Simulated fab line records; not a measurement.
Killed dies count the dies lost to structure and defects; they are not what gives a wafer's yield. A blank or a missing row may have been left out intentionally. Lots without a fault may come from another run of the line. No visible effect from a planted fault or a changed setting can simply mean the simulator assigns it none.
Which tool is to blame?    flow sfq line    Sampling: 15 lots, 43 wafers, 4 of 325 route steps

== WHAT THE GAUGES READ, wafer by wafer ==
SFQ_M2_OVL_MEAS_916. Usual: M2_OVL gives -2 nm (standard deviation 5.3).
lot   measured      on          M2_OVL (nm)  flag
L986  day 22 06:32  overlay-01  -2 -4 -2     
L987  day 22 19:44  overlay-02  -9 -2 -10    
L988  day 23 19:07  overlay-01  3 3 0        
L989  day 24 15:30  overlay-02  1 0 4        
L990  day 24 19:06  overlay-01  -3 -2 1      
L991  day 25 09:37  overlay-01  -6 -5 -11    
L993  day 26 07:49  overlay-02  1 4 3        
L994  day 26 18:37  overlay-02  2 2 0        
L995  day 26 22:13  overlay-02  -14 -6 -9    
L997  day 28 07:04  overlay-01  -4 0 1       
L100  day 29 16:23  overlay-02  -1 -7 -5     
L101  day 30 01:59  overlay-02  -5 -5 -7     
L104  day 30 11:25  overlay-02  -4 -1        
L106  day 31 00:53  overlay-01  -7 -6        
L108  day 31 06:52  overlay-02  -12 -14 -9   

== WHICH TOOL RAN EACH LOT (tool, then ch and the chambers of the sampled wafers, then the start) ==
lot   SFQ_TRILAYER_L0_LITHO_PEB_008     SFQ_TRILAYER_M0_BARC_OPEN_METAL_ETCH_031  SFQ_TRILAYER_I1_DEP_PECVD_045
L986  litho track-02 ch 0, day 2 23:59  rie metal-04 ch 0,1, day 7 08:11          pecvd-04 ch 0,1,2, day 12 17:44
L987  litho track-01 ch 0, day 3 05:59  rie metal-04 ch 0,1, day 7 12:59          pecvd-04 ch 0,1,2, day 13 04:32
L988  litho track-04 ch 0, day 3 12:02  rie metal-01 ch 0,1, day 7 23:48          pecvd-04 ch 0,1,2, day 13 18:56
L989  litho track-02 ch 0, day 3 16:47  rie metal-03 ch 0,1, day 8 08:11          pecvd-04 ch 1,2, day 14 09:18
L990  litho track-02 ch 0, day 3 21:36  rie metal-04 ch 0,1, day 8 11:47          pecvd-03 ch 1,2, day 14 11:52
L991  litho track-01 ch 0, day 4 06:45  rie metal-03 ch 0,1, day 8 20:11          pecvd-02 ch 0,1,2, day 14 23:52
L993  litho track-01 ch 0, day 4 16:23  rie metal-04 ch 0,1, day 9 07:50          pecvd-04 ch 0,1, day 15 11:42
L994  litho track-04 ch 0, day 4 21:09  rie metal-01 ch 0, day 9 13:50            pecvd-02 ch 0,1,2, day 15 19:41
L995  litho track-02 ch 0, day 5 01:59  rie metal-03 ch 0,1, day 9 17:26          pecvd-04 ch 0,1,2, day 15 22:38
L997  litho track-02 ch 0, day 5 15:11  rie metal-01 ch 0,1, day 10 10:59         pecvd-04 ch 0,1, day 16 18:33
L100  litho track-01 ch 0, day 6 05:06  rie metal-01 ch 0,1, day 10 22:59         pecvd-03 ch 0,1,2, day 17 17:20
L101  litho track-02 ch 0, day 6 09:56  rie metal-04 ch 0, day 11 02:35           pecvd-04 ch 0,1, day 18 00:32
L104  litho track-02 ch 0, day 6 23:06  rie metal-01 ch 0, day 11 19:33           pecvd-02 ch 0, day 18 15:08
L106  litho track-02 ch 0, day 7 11:00  rie metal-01 ch 0,1, day 12 10:49         pecvd-03 ch 0,1, day 19 05:10
L108  litho track-01 ch 0, day 7 19:18  rie metal-04 ch 0,1, day 12 21:35         pecvd-04 ch 1,2, day 19 14:44
- SFQ_TRILAYER_L0_LITHO_PEB_008: peb time 60 s.
- SFQ_TRILAYER_M0_BARC_OPEN_METAL_ETCH_031: etches BARC in O2, target depth 125 nm, time 41.7 s.
- SFQ_TRILAYER_I1_DEP_PECVD_045: deposits SiO2 from SiH4/N2O, time 111.11 s, target thk 500 nm.

== AS READ BY THE TOOLS THEMSELVES (means over the sampled wafers that have a number; for cases with no such wafer, the mark the record gives instead) ==
SFQ_TRILAYER_L0_LITHO_PEB_008. Usual: 79.15 W for heater power total W, sd 0.063.
lot   tool            heater power total W (W)  flag
L986  litho track-02  79.16                     
L987  litho track-01  79.14                     
L988  litho track-04  79.23                     
L989  litho track-02  79.15                     
L990  litho track-02  79.18                     
L991  litho track-01  79.15                     
L993  litho track-01  79.18                     
L994  litho track-04  79.14                     
L995  litho track-02  79.19                     
L997  litho track-02  79.17                     
L100  litho track-01  79.14                     
L101  litho track-02  79.50                     OFF
L104  litho track-02  79.69                     OFF
L106  litho track-02  80.20                     OFF
L108  litho track-01  79.21                     

SFQ_TRILAYER_M0_BARC_OPEN_METAL_ETCH_031. Usual: chamber pressure mTorr 10.001 mTorr, standard deviation 0.0086; drypump motor current A 5.7 A, standard deviation 0.53; oes product au 0.685 a.u., standard deviation 0.0049.
lot   tool          chamber pressure mTorr (mTorr)  drypump motor current A (A)  oes product au (a.u.)  flag
L986  rie metal-04  9.997                           5.8                          0.686                  
L987  rie metal-04  9.998                           5.9                          0.684                  
L988  rie metal-01  10.006                          5.4                          0.687                  
L989  rie metal-03  9.998                           6.0                          0.681                  
L990  rie metal-04  9.994                           5.9                          0.685                  
L991  rie metal-03  10.005                          5.6                          0.688                  
L993  rie metal-04  10.004                          6.0                          0.680                  
L994  rie metal-01  9.999                           5.0                          0.682                  
L995  rie metal-03  9.998                           5.5                          0.686                  
L997  rie metal-01  9.994                           5.4                          0.684                  
L100  rie metal-01  10.007                          5.4                          0.687                  
L101  rie metal-04  10.006                          6.2                          0.683                  
L104  rie metal-01  9.991                           5.0                          0.683                  
L106  rie metal-01  10.004                          5.3                          0.685                  
L108  rie metal-04  9.999                           6.0                          0.683                  

SFQ_TRILAYER_I1_DEP_PECVD_045. Usual: heater power w 89 W, standard deviation 16; throttle valve pct 25.5 %, standard deviation 1.2.
lot   tool      heater power w (W)  throttle valve pct (%)  flag
L986  pecvd-04  80                  25.3                    
L987  pecvd-04  85                  25.4                    
L988  pecvd-04  79                  25.4                    
L989  pecvd-04  85                  24.8                    
L990  pecvd-03  85                  24.4                    
L991  pecvd-02  97                  26.6                    
L993  pecvd-04  69                  26.9                    
L994  pecvd-02  94                  26.6                    
L995  pecvd-04  82                  25.4                    
L997  pecvd-04  64                  26.0                    
L100  pecvd-03  91                  25.1                    
L101  pecvd-04  71                  27.0                    
L104  pecvd-02  97                  26.9                    
L106  pecvd-03  102                 25.4                    
L108  pecvd-04  81                  25.0                    

== THE ANSWER, worked out from the rows above alone ==
Rule: take the mean of a lot's wafers that have a number; if it is more than 3 standard deviations from the usual mean, the lot is off. A lot without any number at a reading at which 4 lots or more have one is off too. All remaining lots with rows at the step are treated as sound. After the gauges, taken in route order, come the tools' own readings; for these a lot's mean is taken, as printed above. At the first step where some lot is off, the reading lying furthest off is the one used; lots without a number count as furthest.
Off: L101, L104, L106, at SFQ_TRILAYER_L0_LITHO_PEB_008 (heater power total W).
A tool fits if, at that step or a process step before it, it ran every lot that is off, and no sound lot after the first of them. One fits: SFQ_TRILAYER_L0_LITHO_PEB_008 on litho track-02. A fault onset in the window from L997 (day 5 15:11, its last sound lot) to L101 (day 6 09:56, its first lot off) fits.
The tool's own readings at SFQ_TRILAYER_L0_LITHO_PEB_008 bear it out: on the lots that are off they differ by more than 5 times the standard deviation of the sound lots' means. heater power total W reads 79.80 W there against 79.17 W on the sound lots.

== WHAT THE SIMULATOR PUT IN ==
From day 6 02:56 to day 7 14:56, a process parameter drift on litho track-02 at SFQ_TRILAYER_L0_LITHO_PEB_008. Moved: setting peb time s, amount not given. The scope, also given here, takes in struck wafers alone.
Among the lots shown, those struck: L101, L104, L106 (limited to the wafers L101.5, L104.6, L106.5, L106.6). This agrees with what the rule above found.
